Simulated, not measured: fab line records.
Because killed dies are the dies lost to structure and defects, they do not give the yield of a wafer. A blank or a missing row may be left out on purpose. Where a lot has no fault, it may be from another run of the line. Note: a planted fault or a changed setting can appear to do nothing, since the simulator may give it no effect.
2 desks looking at one fault -- flow sky130 -- each desk holds nothing but its own numbers, with what lay behind them at the end

== TOOL OWNER'S DESK, lpcvd-02 ==
The tool's own readings at SKY_FIELD_ISO_CVD_03 (deposits Si3N4 from DCS/NH3, target thk 165 nm, time 2830 s): means of the sampled wafers that have a number, for each lot that ran on this tool. Marked OUT: a lot whose mean sits more than 4 standard deviations from the usual mean, which makes it out of limits; the brackets give that distance.
Columns: A = pressure_mtorr at SKY_FIELD_ISO_CVD_03, usual 250.0 mTorr; B = susceptor_temp_C at SKY_FIELD_ISO_CVD_03, usual 769.9 C
lot,first seen here,A,B
L411,day 1 18:13,249.9,769.9
L412,day 2 01:28,250.7,769.7
L413,day 2 06:24,249.9,769.6
L414,day 2 10:36,250.9,769.5
L415,day 2 14:57,249.9,769.9
L418,day 3 04:50,200.5 (-99 or more) OUT,770.0
L419,day 3 08:59,199.8 (-99 or more) OUT,769.6
L420,day 3 13:41,200.1 (-99 or more) OUT,770.2
L421,day 3 20:08,200.2 (-99 or more) OUT,770.3
L432,day 6 06:25,249.5,769.8
L433,day 6 10:55,249.6,769.8
This desk's verdict: out of limits on L418, L419, L420, L421, starting with L418 at day 3 04:50 (pressure_mtorr at SKY_FIELD_ISO_CVD_03). Within limits: L411, L412, L413, L414, L415, L432, L433.

== METROLOGY DESK ==
What the gauges read, lot by lot, whatever tool the lot ran on: means of the sampled wafers that have a number. Marked OUT: a lot whose mean sits more than 4 standard deviations from the usual mean, which makes it out of limits; the brackets give that distance.
Columns: A = FIELD_ISO_CVD_03_THK at SKY_FIELD_ISO_THK_MEAS_04, usual 164.2 nm; B = CAPM_TIN_THK at SKY_CAPM_THK_MEAS_04, usual 199.1 nm; C = CAPM_OVL at SKY_CAPM_OVL_MEAS_12, usual 0.3 nm
lot,first seen here,A,B,C
L411,day 1 22:14,164.4,201.0,1.0
L412,day 2 04:09,163.0,200.3,-0.4
L413,day 2 08:11,164.8,195.7,-0.5
L414,day 2 12:23,164.1,199.9,-1.1
L415,day 2 16:44,161.9,199.0,1.0
L418,day 3 06:37,154.7 (-7.9) OUT,197.6,-0.9
L419,day 3 10:47,154.8 (-7.8) OUT,196.9,0.6
L420,day 3 15:29,153.6 (-8.9) OUT,196.0,1.3
L421,day 3 21:56,151.4 (-11) OUT,198.4,1.3
L432,day 6 09:07,164.0,198.7,1.1
L433,day 6 13:35,164.4,199.2,2.2
This desk's result: L418, L419, L420, L421 out of limits, first on L418 (FIELD_ISO_CVD_03_THK at SKY_FIELD_ISO_THK_MEAS_04), day 3 06:37. Within limits: L411, L412, L413, L414, L415, L432, L433.

== ALL TOGETHER ==
The tool owner's desk had the chance to raise an alarm at day 3 04:50 on L418, L419, L420, L421.
Metrology desk: alarm possible at day 3 06:37 on L418, L419, L420, L421.
Every lot named ran SKY_FIELD_ISO_CVD_03 on lpcvd-02.

== WHAT WAS PUT IN BY THE SIMULATOR ==
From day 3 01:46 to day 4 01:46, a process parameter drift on lpcvd-02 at SKY_FIELD_ISO_CVD_03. From 250, the setting pressure_mtorr moved by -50. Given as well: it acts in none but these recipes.
Lots struck among those shown: L418, L419, L420, L421.
Delay (hours) between the fault's onset and each desk's first out-of-limits reading: 3 at the tool owner's desk, 5 at the metrology desk.
